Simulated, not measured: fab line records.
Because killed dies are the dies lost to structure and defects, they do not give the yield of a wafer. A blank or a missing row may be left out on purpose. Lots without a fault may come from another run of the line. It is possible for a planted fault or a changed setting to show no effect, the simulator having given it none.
Code-filled problem report in 8D (eight disciplines) form -- flow sky130 -- the parts of the form that need people (team, actions taken, sign-off) are left out

1. PROBLEM STATEMENT
Mean of developer temp C at SKY_VT_ADJUST_LVTN_DEVELOP_17: 25.25 C across 9 wafers in 3 lots; on wafers with no fault it is 23.03 C (standard deviation 0.1). Measured from the usual mean, that is +22 standard deviations.
The step: develop time 60 s.
Seen first at day 12 01:20 on litho track-02, wafer L794.3. Wafers with a number at this step in the record: 39, from 13 lots. Rule for "out" (also "out of limits"): further than 4 standard deviations from the usual mean. All remaining wafers that have a number are taken as sound.

2. WHAT IT IS, WHAT IT ISN'T
question,is,is not
which readings at this step,developer temp C,exhaust pa
which lots,"L794, L795, L796","L781, L782, L783, L784, L785, L786, L789, L797, L799, L802"
which wafers of those lots,all that have a number,-
read on which tools,litho track-02,"litho track-03, litho track-04"
when,from day 12 01:20,"up to then (21 sound wafers); but 9 sound wafers of L797, L799, L802 came after"

3. SUSPECTS, AND WHAT RULES EACH OUT
Counting: any tool at a process step up to the reading is kept as a suspect provided that every lot that is out went through it and no sound lot did after the first of them.
- litho track-02 at SKY_VT_ADJUST_LVTN_DEVELOP_17 (develop time 60 s): kept. All lots that are out passed through it, beginning with L794 at day 12 01:20, and no sound lot followed; its final sound lot before that point was L786 at day 9 10:38. Its own developer temp C readings are out on those wafers.
After counting, what remains is litho track-02 at SKY_VT_ADJUST_LVTN_DEVELOP_17.

4. THE CAUSE (what the simulator had put in)
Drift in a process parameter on litho track-02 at SKY_VT_ADJUST_LVTN_DEVELOP_17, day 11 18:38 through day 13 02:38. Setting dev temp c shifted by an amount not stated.
Only this tool survived the counting.

5. THE EFFECT CHAIN, in route order
Each row: a reading where the mean over the struck wafers with a number is more than 3 standard deviations away from the usual. Only readings whose record carries a usual standard deviation are examined. hours: median over the lots of the time between each lot's start at the first step of this table that gives one and its start at this step. sigmas: the change, counted in usual standard deviations.
hours,step,reading,usual,on struck wafers,change,sigmas
0,SKY_VT_ADJUST_LVTN_DEVELOP_17,developer temp C,23.03 C,25.25,+2.22,+22
Its process steps:
- SKY_VT_ADJUST_LVTN_DEVELOP_17: develop time 60 s.

6. WHAT WOULD HAVE CAUGHT IT SOONER
First out-of-limits reading in this record: day 12 01:20, which is 7 hours after fault onset at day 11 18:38.
